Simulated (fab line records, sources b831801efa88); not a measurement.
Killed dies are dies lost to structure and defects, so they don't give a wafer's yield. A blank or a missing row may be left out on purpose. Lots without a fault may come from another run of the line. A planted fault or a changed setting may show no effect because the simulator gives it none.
fab line records | flow sky130
record lots=4 wafers=12 last_day=50
route steps=708 shown VIA2@527 METAL3@532 CAPM@537 PAD_OPEN@708
lots that met no fault: from a run of the same line without faults
start_h: hours from the record's first day to the start of the lot's first wafer shown | wait_h: hours since the lot's step before | " the same as in the row above | L1.1+2: a row that stands for several wafers | - no value, or no start given | * or withheld: withheld | < > ~ a bound
route shown NAME@n: a module of which the file shows steps, and the number in the route of the first | usual: mean/standard deviation of fault-free wafers | same: alike in all rows | chamber/n: place in a boat | sites: the reading at each site | _std_site: their standard deviation | _edge_site: outer sites' mean less inner sites' | radius_mm: how far each site lies from the wafer's centre | mask NAME#n: copy n | behind: the tool/chamber that last shaped the wafer | hold: why the lot was held/for how many hours/how that ended | device: the transistor (n, p or np) that didn't switch | end of line: the same wafers' tests at the end of the route | a step without rows: its recipe alone | killed: dies lost to structure and defects at the first sort, not the wafer's yield | map: a wafer's dies, x killed, . not, _ none there
set.NAME: the setting as run; set.NAME@STEP: as run at that earlier step | model.NAME: the simulator's own value behind a step, which no gauge read
lots at some steps of the route; a table a step, a row a wafer
services: from which hour (start_h, from the record's first day; less than 0 if before it) a tool's chamber was out of use, for how many hours, and why
## steps
# step SKY_VIA2_SPUTTER_20
# recipe material=TiN target_thk_nm=20 chamber_pressure_pa=5 power_w=4000 time_s=80
# step SKY_VIA2_CVD_21
# recipe material=W target_thk_nm=420 time_s=126.4 temp_c=400 pressure_torr=40
# step SKY_VIA2_CMP_24
# recipe stop_on=SiO2 t_overpolish_s=20 down_force_psi=3.5 platen_rpm=60 target_thk_nm=0 pad_velocity_m_s=0.94248
# step SKY_METAL3_SPUTTER_00
# recipe material=Ti target_thk_nm=15 power_w=3000 time_s=10 chamber_pressure_pa=0.4
# step SKY_METAL3_SPUTTER_01
# recipe material=TiN target_thk_nm=20 power_w=6500 time_s=16.7 chamber_pressure_pa=0.4
# step SKY_METAL3_SPUTTER_02
# recipe material=AlCu target_thk_nm=735 power_w=10600 time_s=39.1 chamber_pressure_pa=0.4
# step SKY_METAL3_SPUTTER_03
# recipe material=Ti target_thk_nm=5 power_w=3000 time_s=3.446 chamber_pressure_pa=0.4
# step SKY_METAL3_SPUTTER_04
# recipe material=TiN target_thk_nm=70 power_w=6500 time_s=58.3 chamber_pressure_pa=0.4
# step SKY_CAPM_CVD_00
# recipe material=SiO2 target_thk_nm=15.5 temp_c=400 time_s=withheld rf_w=450
# step SKY_CAPM_SPUTTER_02
# recipe material=TiN target_thk_nm=200 temp_c=300 power_w=6500 time_s=166.7 chamber_pressure_pa=0.4
# usual cathode_dc_power_W=6499.9/1.2 throttle_valve_pct=30.8/1.1
# columns lot.wafer tool chamber start_h wait_h cathode_dc_power_W throttle_valve_pct model.TiN_of_CAPM_SPUTTER_02.thk_nm
L495.3 pvd_sputter-04 - 863.32 0.0 6499.7 31.5 201.6
L495.4 " - " " 6501.9 30.7 201.4
L495.6 " - " " 6501.5 33.7 200.9
L510.1 pvd_sputter-04 - 990.47 0.1 6502.6 33.6 201.6
L510.4 " - " " 6497.8 31.3 202
L510.5 " - " " 6498.5 30.9 230.4
L512.3 pvd_sputter-04 - 993.03 0.0 6500.2 30.7 202.1
L512.5 " - " " 6500.4 30.6 232.5
L512.6 " - " " 6498.0 30.8 200.6
L516.1 pvd_sputter-02 - 997.69 0.1 6500.8 29.6 199.7
L516.2 " - " " 6498.3 31.5 197.6
L516.4 " - " " 6500.2 31.2 198.9
# step SKY_CAPM_RS_MEAS_03
# recipe thk_meas_gauge=four-point-probe reads=TiN_of_CAPM_SPUTTER_02
# usual CAPM_TIN_RS=6.90/0.052
# columns lot.wafer tool chamber start_h wait_h CAPM_TIN_RS[ohm/sq]
L495.3 film_metro-01 - 863.47 0.1 6.87
L495.4 " - " " 6.88
L495.6 " - " " 6.88
L510.1 film_metro-01 - 990.58 0.1 6.88
L510.4 " - " " 6.86
L510.5 " - " " 5.99
L512.3 film_metro-04 - 993.18 0.1 6.84
L512.5 " - " " 5.93
L512.6 " - " " 6.89
L516.1 film_metro-03 - 997.80 0.1 6.92
L516.2 " - " " 7.01
L516.4 " - " " 6.94
# step SKY_CAPM_THK_MEAS_04
# recipe thk_meas_gauge=xrf reads=TiN_of_CAPM_SPUTTER_02
# usual CAPM_TIN_THK=203.5/2.1
# columns lot.wafer tool chamber start_h wait_h CAPM_TIN_THK[nm]
L495.3 film_metro-01 - 863.57 0.1 203.8
L495.4 " - " " 203.6
L495.6 " - " " 203.3
L510.1 film_metro-01 - 990.70 0.1 203.8
L510.4 " - " " 204.3
L510.5 " - " " 232.1
L512.3 film_metro-04 - 993.28 0.1 206.8
L512.5 " - " " 237.7
L512.6 " - " " 205.1
L516.1 film_metro-03 - 997.92 0.1 201.9
L516.2 " - " " 199.3
L516.4 " - " " 200.8
# step SKY_CAPM_DEHYDRATE_05
# recipe temp_c=200 time_s=60
# step SKY_CAPM_HMDS_06
# recipe prime_time_s=60 prime_temp_c=120
# step SKY_CAPM_COAT_07
# recipe resist=NOVOLAK spin_rpm=3000 resist_thk_nm=1140
# step SKY_CAPM_SOFTBAKE_08
# recipe temp_c=90 time_s=60 resist=NOVOLAK
# step SKY_CAPM_EXPOSE_09
# recipe mask_id=CAPM na=0.6 source_shape=conventional sigma_outer=0.6 polarization=unpolarized target_cd_nm=1000 dose_mj=159
# step SKY_CAPM_PEB_10
# recipe temp_c=withheld time_s=* resist=NOVOLAK
# step SKY_CAPM_DEVELOP_11
# recipe resist=NOVOLAK developer=TMAH develop_time_s=60 dev_temp_c=23
# step SKY_CAPM_METAL_ETCH_13
# recipe target_depth_nm=220 stop_on=SiO2 chemistry=Cl2/BCl3 target=TiN pressure_mtorr=10 icp_w=900 bias_w=48.5 Cl2_flow_sccm=60 bcl3_flow_sccm=30 time_s=62.9
# usual bias_w=48.50/0.15 drypump_motor_current_A=5.9/0.39 oes_product_au=0.943/0.0062 throttle_valve_pct=21.901/0.0096
# columns lot.wafer tool chamber start_h wait_h bias_w drypump_motor_current_A oes_product_au rf_hours_counter_h throttle_valve_pct
L495.3 rie_metal-01 0 889.92 0.0 48.69 6.5 0.940 - 21.889
L495.4 " 1 " " 48.43 6.3 0.940 - 21.900
L495.6 " 0 " " 48.65 6.5 0.937 - 21.888
L510.1 rie_metal-01 1 1013.10 0.0 48.49 6.3 0.940 16 21.900
L510.4 " 0 " " 48.60 6.5 0.950 - 21.871
L510.5 " 0 " " 48.69 6.5 1.005 - 21.865
L512.3 rie_metal-02 1 1015.76 0.0 48.81 5.7 0.949 - 21.901
L512.5 " 0 " " 48.46 5.8 1.000 - 21.852
L512.6 " 1 " " 48.53 5.7 0.936 - 21.898
L516.1 rie_metal-01 0 1020.05 0.0 48.32 6.4 0.941 23 21.894
L516.2 " 1 " " 48.41 6.3 0.930 17 21.904
L516.4 " 0 " " 48.41 6.4 0.943 - 21.905
# step SKY_CAPM_STRIP_14
# recipe chemistry=O2/N2 power_w=1400 pressure_mtorr=1500 platen_temp_c=withheld o2_flow_sccm=3000 n2_flow_sccm=300 overash_fraction=0.5
# step SKY_CAPM_STRIP_15
# recipe chemistry=post_etch_residue_remover time_s=1200 temp_c=72.5
# step SKY_CAPM_CLEAN_16
# recipe chemistry=IPA time_s=180 temp_c=25
# step SKY_CAPM_CLEAN_17
# recipe chemistry=O3/DIW dry=n2_spin
# step SKY_METAL3_DEHYDRATE_05
# recipe temp_c=200 time_s=60
# step SKY_METAL3_HMDS_06
# recipe prime_time_s=60 prime_temp_c=120
# step SKY_METAL3_COAT_07
# recipe resist=BARC temp_c=withheld time_s=withheld spin_rpm=3000 resist_thk_nm=60
# step SKY_METAL3_COAT_08
# recipe resist=KrF-thick spin_rpm=3000 resist_thk_nm=1140
# step SKY_METAL3_SOFTBAKE_09
# recipe temp_c=100 time_s=90 resist=KrF-thick
# step SKY_METAL3_EXPOSE_10
# recipe mask_id=MM3 na=0.68 source_shape=annular sigma_inner=0.4 sigma_outer=0.8 target_cd_nm=300 dose_mj=28
# step SKY_METAL3_PEB_11
# recipe peb_temp_c=withheld peb_time_s=withheld resist=KrF-thick
# step SKY_METAL3_DEVELOP_12
# recipe develop_time_s=60 resist=KrF-thick dev_temp_c=21
# step SKY_METAL3_DESCUM_15
# recipe chemistry=O2 source_power_w=150 bias_power_w=0 pressure_mtorr=10 temp_c=40 time_s=8
# step SKY_METAL3_ETCH_16
# recipe chemistry=N2/H2 target=BARC ion_energy_ev=200 bias_w=100 pressure_mtorr=30 n2_flow_sccm=100 h2_flow_sccm=200 icp_w=487.9 stop_on=SiO2 time_s=88.2 target_depth_a=600
# step SKY_METAL3_ETCH_17
# recipe target=SiO2 stop_on=TiN chemistry=C4F8/O2/Ar source_w=1500 bias_w=1200 pressure_mtorr=40 c4f8_flow_sccm=withheld O2_flow_sccm=6 Ar_flow_sccm=300 time_s=3.9 target_depth_a=150
# step SKY_METAL3_METAL_ETCH_18
# recipe target_depth_a=8450 stop_on=SiO2 over_etch_frac=0.3 time_s=183.1 chemistry=Cl2/BCl3 resist_sidewall_deg=88 pressure_mtorr=10 icp_w=900 bias_w=48.5 Cl2_flow_sccm=60 bcl3_flow_sccm=30
# step SKY_METAL3_STRIP_20
# recipe chemistry=post_etch_residue_remover time_s=1200 temp_c=72.5
# usual temp_c=72.52/0.13
# columns lot.wafer tool chamber start_h wait_h temp_c model.TiN_of_CAPM_SPUTTER_02.thk_nm
L495.3 wet_bench-02 2 916.16 0.0 72.69 200.7
L495.4 " 2 " " 72.62 200.6
L495.6 " 2 " " 72.55 200
L510.1 wet_bench-01 0 1036.96 0.1 72.55 200.7
L510.4 " 0 " " 72.80 201.2
L510.5 " 0 " " 72.55 229.6
L512.3 wet_bench-02 2 1039.99 0.0 72.63 201.3
L512.5 " 2 " " 72.68 231.7
L512.6 " 2 " " 72.60 199.7
L516.1 wet_bench-04 3 1043.44 0.1 72.67 198.9
L516.2 " 3 " " 72.67 196.8
L516.4 " 3 " " 72.81 198.1
# step SKY_PAD_OPEN_PROBE_99
# usual defect_limited_yield=82.3/2 killed_at_M0_to_M3=44/7.9 killed_at_M4_up=3.1/1.9 killed_at_contacts=24/4.6 killed_at_front_end=16/4.9 killed_at_other=0.3/0.6 killed_dies=87/9.7 killed_open=48/7.2 killed_short=39/5.6
# same gross_dies=492 killed_at_back_side=0
# columns lot.wafer tool chamber start_h wait_h defect_limited_yield[%] killed_at_M0_to_M3 killed_at_M4_up killed_at_contacts killed_at_front_end killed_at_other killed_dies killed_open killed_short model.etest.tester.sort_n_pass model.etest.met3.line_ohm_um model.etest.via3_chain.rc_ohm model.etest.met3.rs_ohm_sq model.etest.tester.sort_yield_pct model.etest.tester.sort_bin_4_pct model.etest.met3.rs_ohm_sq_rim_less_centre model.etest.cap_ono.under_floor
L495.3 prober-02 - 1086.72 0.2 83.1 50 2 24 7 0 83 47 36 409 0.1435 9.98 0.04299 83.13 0 -0.000338 0
L495.4 prober-02 - 1086.77 0.2 85.2 28 3 29 13 0 73 39 34 419 0.1417 10.17 0.04245 85.16 0 -0.0009004 0
L495.6 prober-02 - 1086.87 0.2 82.5 38 5 24 17 2 86 45 41 406 0.1423 10.28 0.04276 82.52 0 0.0004775 0
L510.1 prober-02 - 1185.79 0.1 83.5 49 2 19 11 0 81 45 36 411 0.1491 9.863 0.04367 83.54 0 0.0001901 0
L510.4 prober-02 - 1185.94 0.2 80.7 57 5 24 9 0 95 51 44 397 0.1421 9.101 0.04258 80.69 0 0.0006456 0
L510.5 prober-02 - 1185.99 0.2 80.5 54 3 29 10 0 96 51 45 0 443.2 341.5 132.8 0 80.49 -22.52 1
L512.3 prober-02 - 1189.33 0.2 81.3 49 3 27 12 1 92 55 36 400 0.1406 9.672 0.04207 81.3 0 3.83e-05 0
L512.5 prober-02 - 1189.43 0.2 81.7 45 4 26 14 1 90 42 48 0 301.7 232.4 89.69 0 81.53 -18.56 1
L512.6 prober-02 - 1189.48 0.2 82.3 34 2 28 23 0 87 41 45 405 0.14 9.802 0.04259 82.32 0 -0.0001341 0
L516.1 prober-01 - 1191.40 0.1 82.1 42 2 29 15 0 88 59 29 404 0.1427 9.915 0.04316 82.11 0 8.296e-05 0
L516.2 prober-01 - 1191.45 0.1 83.1 41 2 28 12 0 83 37 46 409 0.1428 10.11 0.04278 83.13 0 -3.203e-05 0
L516.4 prober-01 - 1191.55 0.2 83.3 40 1 25 16 0 82 43 39 410 0.1452 10.14 0.04335 83.33 0 -0.0009881 0
# killed by level:class
L495.3 VIA2:geometric_particle:open=11 LI_CONTACT:geometric_particle:open=9 VIA3:geometric_particle:open=8 METAL1:geometric_particle:short=7 VIA1:geometric_particle:open=7 CONTACT:geometric_particle:open=5 METAL2:geometric_particle:short=4 POLY_GATE:geometric_particle:short=3
L495.4 CONTACT:geometric_particle:open=9 VIA3:geometric_particle:open=7 CONTACT:geometric_particle:short=5 LI_CONTACT:geometric_particle:open=5 METAL1:geometric_particle:short=5 VIA1:geometric_particle:open=5 LI_CONTACT:geometric_particle:short=4 VIA1:geometric_particle:short=4
L495.6 CONTACT:geometric_particle:open=9 VIA1:geometric_particle:open=7 VIA3:geometric_particle:open=7 CONTACT:geometric_particle:short=6 LOCAL_INTERCONNECT:geometric_particle:short=5 VIA2:geometric_particle:open=5 METAL4:geometric_particle:short=5 FIELD_ISO:geometric_particle:short=4
L510.1 VIA1:geometric_particle:open=10 VIA3:geometric_particle:open=7 VIA2:geometric_particle:open=7 METAL2:geometric_particle:short=7 POLY_GATE:geometric_particle:short=5 LI_CONTACT:geometric_particle:open=5 CONTACT:geometric_particle:open=5 VIA2:geometric_particle:short=5
L510.4 VIA1:geometric_particle:short=11 METAL2:geometric_particle:short=9 CONTACT:geometric_particle:open=8 VIA2:geometric_particle:open=8 VIA3:geometric_particle:open=7 VIA1:geometric_particle:open=6 LI_CONTACT:geometric_particle:open=5 METAL1:geometric_particle:open=5
L510.5 VIA1:geometric_particle:open=10 LI_CONTACT:geometric_particle:open=9 LOCAL_INTERCONNECT:geometric_particle:short=8 VIA2:geometric_particle:open=8 VIA3:geometric_particle:open=8 CONTACT:geometric_particle:open=7 METAL1:geometric_particle:short=7 VIA1:geometric_particle:short=7
L512.3 CONTACT:geometric_particle:open=14 VIA1:geometric_particle:open=8 VIA3:geometric_particle:open=7 POLY_GATE:geometric_particle:open=5 LI_CONTACT:geometric_particle:open=5 METAL1:geometric_particle:short=5 VIA1:geometric_particle:short=5 METAL1:geometric_particle:open=4
L512.5 CONTACT:geometric_particle:open=10 METAL2:geometric_particle:short=10 METAL1:geometric_particle:short=8 LI_CONTACT:geometric_particle:open=6 VIA3:geometric_particle:open=6 CONTACT:geometric_particle:short=5 VIA1:geometric_particle:open=5 FIELD_ISO:geometric_particle:open=4
L512.6 CONTACT:geometric_particle:open=10 POLY_GATE:geometric_particle:open=9 FIELD_ISO:geometric_particle:short=8 CONTACT:geometric_particle:short=8 METAL1:geometric_particle:short=6 VIA3:geometric_particle:short=6 LI_CONTACT:geometric_particle:open=5 VIA1:geometric_particle:open=5
L516.1 VIA3:geometric_particle:open=11 CONTACT:geometric_particle:open=10 VIA1:geometric_particle:open=10 LI_CONTACT:geometric_particle:open=7 FIELD_ISO:geometric_particle:open=6 POLY_GATE:geometric_particle:open=5 CONTACT:geometric_particle:short=5 LI_CONTACT:geometric_particle:short=4
L516.2 VIA2:geometric_particle:short=8 LI_CONTACT:geometric_particle:open=7 CONTACT:geometric_particle:short=7 METAL1:geometric_particle:short=7 CONTACT:geometric_particle:open=6 VIA1:geometric_particle:open=6 VIA3:geometric_particle:open=6 LI_CONTACT:geometric_particle:short=5
L516.4 LI_CONTACT:geometric_particle:open=9 CONTACT:geometric_particle:open=8 VIA1:geometric_particle:open=7 VIA3:geometric_particle:short=6 VIA2:geometric_particle:open=6 METAL2:geometric_particle:short=5 FIELD_ISO:geometric_particle:open=4 FIELD_ISO:geometric_particle:short=4
## services
# columns tool chamber start_h hours kind
rie_metal-02 0 841.41 - clean
rie_metal-02 0 841.41 15.8 scheduled_down
rie_metal-02 0 841.41 15.8 vent_cycle
pvd_sputter-02 - 844.38 9.1 repair
rie_metal-02 - 852.24 1.1 repair
pvd_sputter-02 - 912.87 1.2 repair
wet_bench-01 - 917.68 2.5 repair
pvd_sputter-02 - 939.64 4.4 repair
rie_metal-01 1 948.92 1.2 repair
pvd_sputter-02 0 958.13 - consumable_replace:kit
pvd_sputter-02 0 958.13 18.0 scheduled_down
pvd_sputter-02 0 958.13 18.0 vent_cycle
pvd_sputter-04 1 960.41 - consumable_replace:kit
pvd_sputter-04 1 960.41 18.0 scheduled_down
pvd_sputter-04 1 960.41 18.0 vent_cycle
wet_bench-01 - 972.31 0.9 repair
rie_metal-01 - 994.27 1.4 pm
rie_metal-01 0 1040.46 - clean
rie_metal-01 0 1040.46 27.3 scheduled_down
rie_metal-01 0 1040.46 27.3 vent_cycle
## key
first_sign step=SKY_CAPM_RS_MEAS_03 reading=CAPM_TIN_RS direction=down sigmas=18 usual=6.90 struck=5.96
effect step=SKY_CAPM_THK_MEAS_04 reading=CAPM_TIN_THK direction=up sigmas=15 usual=203.5 struck=234.9
effect step=SKY_CAPM_METAL_ETCH_13 reading=oes_product_au direction=up sigmas=9.6 usual=0.943 struck=1.002
model_effect step=SKY_CAPM_SPUTTER_02 value=TiN_of_CAPM_SPUTTER_02.thk_nm without=202.7 struck=231.5
model_effect step=SKY_METAL3_STRIP_20 value=TiN_of_CAPM_SPUTTER_02.thk_nm without=201.9 struck=230.6
model_effect step=SKY_PAD_OPEN_PROBE_99 value=etest.tester.sort_n_pass without=399 struck=0
met_at SKY_CAPM_SPUTTER_02
struck_wafers L510.5,L512.5
fault kind=process_parameter_drift tool=pvd_sputter-04 chamber=- onset_h=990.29 steps=SKY_CAPM_SPUTTER_02 channel=target_thk_nm offset=28.71 shape=step end_h=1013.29 acts_in=these_recipes_only stated=200 scope=struck_wafers_only
